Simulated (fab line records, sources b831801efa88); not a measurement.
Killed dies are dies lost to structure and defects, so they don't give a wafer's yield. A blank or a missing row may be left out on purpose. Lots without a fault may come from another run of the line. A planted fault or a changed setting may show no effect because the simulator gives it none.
One fault seen from 2 desks | flow sky130 | each desk has only its own numbers; what lay behind them comes last

THE METROLOGY DESK
What the gauges read, lot by lot, whatever tool the lot ran on: means of the sampled wafers that have a number. A lot is out of limits, marked OUT, if its mean lies more than 4 standard deviations from the usual mean; the brackets give that distance.
Columns: A = VIA1_OVL at SKY_VIA1_OVL_MEAS_13, usual 2 nm
lot  | first seen here | A
L955 | day 34 05:04    | 6
L957 | day 34 14:43    | -8
L958 | day 34 21:43    | -4
L959 | day 35 05:00    | 3
L962 | day 36 17:51    | 4
L965 | day 37 00:19    | 4
L966 | day 37 10:07    | 3
L971 | day 38 22:58    | 7
L972 | day 39 09:31    | 10
L975 | day 40 01:55    | -1
L977 | day 40 16:19    | 7
L978 | day 40 22:03    | -4
This desk's finding: nothing out of limits on any of the 12 lots.

THE TOOL OWNER'S DESK: pvd_sputter-01
The tool's own readings at SKY_METAL2_SPUTTER_03 (material Ti, target thk 5 nm, time 3.3 s): means of the sampled wafers that have a number, for each lot that ran on this tool. A lot is out of limits, marked OUT, if its mean lies more than 4 standard deviations from the usual mean; the brackets give that distance.
Columns: A = chamber_pressure_pa at SKY_METAL2_SPUTTER_03, usual 0.3999 Pa; B = throttle_valve_pct at SKY_METAL2_SPUTTER_03, usual 29.9 %
lot  | first seen here | A                | B
L955 | day 34 06:29    | 0.3993           | 29.1
L959 | day 35 06:27    | 0.4003           | 29.2
L962 | day 36 19:19    | 0.3995           | 29.2
L966 | day 37 11:35    | 0.3997           | 29.0
L971 | day 39 00:29    | 0.3430 (-77) OUT | 32.7
L975 | day 40 03:19    | 0.3419 (-78) OUT | 31.6
This desk's finding: out of limits on L971, L975; first on L971, day 39 00:29 (chamber_pressure_pa at SKY_METAL2_SPUTTER_03). In limits: L955, L959, L962, L966.

PUT TOGETHER
The tool owner's desk could have raised an alarm at day 39 00:29, on L971, L975.
The metrology desk saw nothing out of limits.
The metrology desk has L971, L975 on record, within its limits.
Of the lots named, all ran SKY_METAL2_SPUTTER_03 on pvd_sputter-01.

WHAT THE SIMULATOR HAD PUT IN
Process parameter drift: pvd_sputter-01, from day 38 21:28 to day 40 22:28, at SKY_METAL2_SPUTTER_03. Setting chamber_pressure_pa, moved by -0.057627, from 0.4. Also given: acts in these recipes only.
Lots struck among those shown: L971, L975.
Hours from the fault's start to each desk's first reading out of limits: the tool owner's desk, 3.
